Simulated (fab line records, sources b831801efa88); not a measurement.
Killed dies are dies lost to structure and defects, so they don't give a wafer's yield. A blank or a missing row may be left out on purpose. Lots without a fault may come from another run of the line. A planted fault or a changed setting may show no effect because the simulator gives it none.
Chamber matching | flow sky130 | SKY_VIA1_HDPCVD_00 on hdpcvd-01: 3 sister chambers
The step deposits SiO2, target thk 1030 nm, time 171.7 s. 3 wafers are shown with their chamber, then 7 later ones without.

WAFERS WITH THEIR CHAMBER
wafer  | chamber | sih4_flow_sccm (sccm)
L212.4 | 2       | 60.17
L212.5 | 0       | 60.20
L215.5 | 1       | 59.99

WAFERS WITHOUT THEIR CHAMBER
wafer  | sih4_flow_sccm (sccm)
L215.6 | 60.24
L226.2 | 60.20
L226.4 | 60.20
L226.6 | 60.36
L227.1 | 60.20
L227.4 | 60.09
L227.6 | 60.12

WHICH CHAMBER EACH WENT THROUGH
wafer  | from the rows above          | in truth
L215.6 | can't be placed: 0 or 2      | 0
L226.2 | can't be placed: 0 or 2      | 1
L226.4 | can't be placed: 0 or 2      | 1
L226.6 | can't be placed: 0 or 2      | 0
L227.1 | can't be placed: 0 or 2      | 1
L227.4 | can't be placed: 2 or 1 or 0 | 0
L227.6 | can't be placed: 2 or 0 or 1 | 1
Placed correctly: 0 of 7. Can't be placed from these rows: 7 (the true chamber is among the candidates in 4). Placed wrongly: 0.
How it was worked out, from the rows above alone: a wafer's distance from a chamber is the root of the sum, over the readings, of the square of ((its reading less the chamber's mean) divided by the reading's scatter). The wafer belongs to the nearest chamber; if the next one is less than 2 further off, it can't be placed. A chamber's mean is the mean of its shown wafers. The scatter: with one shown wafer a chamber, the root of the mean of the squares of how far each hidden wafer lies from its nearest shown one.
